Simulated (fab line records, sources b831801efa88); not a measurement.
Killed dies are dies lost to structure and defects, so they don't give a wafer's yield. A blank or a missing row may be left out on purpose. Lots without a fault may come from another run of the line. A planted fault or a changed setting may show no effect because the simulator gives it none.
Which tool did it? | flow sky130 | 6 lots, 18 wafers sampled, at 3 steps of a route of 708

WHAT THE GAUGES READ, wafer by wafer
SKY_LDD_HVP_TW_MEAS_10.
lot  | measured     | on            | LDD_HVP_TW
L891 | day 23 10:59 | film_metro-02 | 452 454 452
L897 | day 25 06:56 | film_metro-02 | 450 450 452
L899 | day 26 00:10 | film_metro-03 | 455 457 456
L905 | day 27 23:38 | film_metro-02 | 403 404 404
L908 | day 29 20:37 | film_metro-02 | 452 450 448
L910 | day 30 01:20 | film_metro-04 | 450 449 451

WHICH TOOL RAN EACH LOT (tool, then ch and the chambers of the sampled wafers, then the start)
lot  | SKY_LDD_HVP_IMPLANT_08          | SKY_LDD_HVP_STRIP_09
L891 | implanter-02 ch 0, day 23 10:44 | plasma_asher-01 ch 0,1, day 23 10:53
L897 | implanter-04 ch 0, day 25 06:41 | plasma_asher-02 ch 0,1, day 25 06:50
L899 | implanter-02 ch 0, day 25 23:55 | plasma_asher-02 ch 0,1, day 26 00:04
L905 | implanter-02 ch 0, day 27 23:23 | plasma_asher-03 ch 0,1, day 27 23:32
L908 | implanter-04 ch 0, day 29 20:22 | plasma_asher-03 ch 0,1, day 29 20:31
L910 | implanter-01 ch 0, day 30 01:06 | plasma_asher-03 ch 0,1, day 30 01:14
- SKY_LDD_HVP_IMPLANT_08
- SKY_LDD_HVP_STRIP_09: strips in O2/N2.

THE ANSWER, worked out from the rows above alone
Rule: what is usual is taken from the lots themselves. Put in order of their means at a reading, lots are off if they are a third of the lots or fewer, leave a main group of 4 or more, and stand apart from it by a gap of 3 or more times the standard deviation of the main group's means; of several such gaps the widest counts. A main group whose means are all the same, to the digits that the tables above print for the reading, isn't used. A lot without any number at a reading at which 4 lots or more have one is off too. The other lots that the step has rows for count as sound.
Off: L905, at SKY_LDD_HVP_TW_MEAS_10 (LDD_HVP_TW). The main group: mean 452, standard deviation 2.3.
A tool fits if, at a process step before that reading, it ran every lot that is off, and no sound lot after the first of them. The gauges at SKY_LDD_HVP_TW_MEAS_10 are tried like those tools. One fits: implanter-02 at SKY_LDD_HVP_IMPLANT_08. Its last sound lot is L899 (day 25 23:55), its first lot that is off L905 (day 27 23:23): a fault that began between those two fits.

WHAT THE SIMULATOR HAD PUT IN
Process parameter drift: implanter-02, from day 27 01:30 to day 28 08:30, at SKY_LDD_HVP_IMPLANT_08. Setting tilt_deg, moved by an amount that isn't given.
Lots struck among those shown: L905. The rule above found the same.
